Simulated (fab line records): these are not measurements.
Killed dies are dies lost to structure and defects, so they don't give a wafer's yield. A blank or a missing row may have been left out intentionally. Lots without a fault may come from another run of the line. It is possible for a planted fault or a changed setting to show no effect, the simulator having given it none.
Struck lot and sound lot, side by side / flow gf180mcu / 19 steps out of a route of 602
Sound: wafers L480.1, L480.3, L480.4. Struck: wafers L493.2, L493.3 (left out: L493.5, a lot-mate that was not struck); the cause follows at the end.
Order at every step that has rows: each side's tool, ch and its chambers, its first start. Under that, the readings that differ: sound wafers / struck wafers / difference of the means / sigmas: that difference in standard deviations of wafers without a fault.
alike: same words and numbers on both sides, and readings whose means sit less than 2 such deviations apart. not compared: any withheld reading, any reading some wafer has no value for, any bound like >300 that may hide the same value, and any number with overlapping values for which the record gives no deviation.
A row with sigmas, a row that says differs or no value, or rows on one side alone: a step with any of these is where the two part. When numbers do not overlap yet have no deviation, they are printed without sigmas and do not part them. Lack of a reading on every wafer of one side parts them only where that side has two or more wafers.

first, 2 steps without rows for these wafers: GF_HV_LDD_PEB_29; GF_HV_LDD_DEVELOP_30 (develop time 60 s).
GF_HV_LDD_CD_MEAS_31: target cd 400 nm.
  sound on cdSem-01, day 12 06:19; struck on cdSem-01, day 16 18:25
  alike: cdNm
GF_HV_LDD_OVL_MEAS_32:
  sound on overlay-02, day 12 06:26; struck on overlay-01, day 16 18:31
  alike: HV_LDD_02_OVL
then, 4 steps without rows for these wafers: GF_HV_LDD_IMPLANT_33; GF_HV_LDD_IMPLANT_34; GF_HV_LDD_IMPLANT_35; GF_HV_LDD_IMPLANT_36.
GF_HV_LDD_STRIP_37: strips in O2/N2.
  sound on plasmaAsher-03 ch 0,1, day 12 07:04; struck on plasmaAsher-03 ch 1, day 16 19:08
  alike: drypumpMotorCurrentA, heaterPowerW, oesProductAu, stripTimeToEndpointS
  not compared: rfHoursCounterH
GF_HV_LDD_TW_MEAS_38:
  sound on filmMetro-02, day 12 07:10; struck on filmMetro-02, day 16 19:15
  alike: HV_LDD_3_TW
then, 2 steps without rows for these wafers: GF_HV_LDD_DEHYDRATE_39 (time 60 s); GF_HV_LDD_HMDS_40 (prime time 60 s).
GF_HV_LDD_COAT_41: resist thk 1000 nm.
  sound on lithoTrack-03 ch 0, day 12 16:38; struck on lithoTrack-02 ch 0, day 17 06:20
reading=model.NOVOLAK_of_HV_LDD_COAT_41.thkNm (nm); sound=1003 1002 1001; struck=1009 1009; difference=+7; sigmas=
  alike: dispensePressureKPa
then, 3 steps without rows for these wafers: GF_HV_LDD_SOFTBAKE_42 (time 60 s); GF_HV_LDD_EXPOSE_43 (exposes mask Pplus HV AREA, target cd 400 nm); GF_HV_LDD_PEB_44.
GF_HV_LDD_DEVELOP_45: develop time 60 s.
  sound on lithoTrack-01 ch 0, day 13 02:54; struck on lithoTrack-02 ch 0, day 17 18:17
reading=model.NOVOLAK_of_HV_LDD_COAT_41.thkNm (nm); sound=1002 1002 1000; struck=1008 1008; difference=+7; sigmas=
GF_HV_LDD_CD_MEAS_46: target cd 400 nm.
  sound on cdSem-01, day 13 03:03; struck on cdSem-01, day 17 18:26
  alike: cdNm
following that, these wafers have no rows for 1 step: GF_PASSIVATION_PROBE_99.

WHERE THEY PART
Nowhere in this record.

WHY: the cause the simulator had injected
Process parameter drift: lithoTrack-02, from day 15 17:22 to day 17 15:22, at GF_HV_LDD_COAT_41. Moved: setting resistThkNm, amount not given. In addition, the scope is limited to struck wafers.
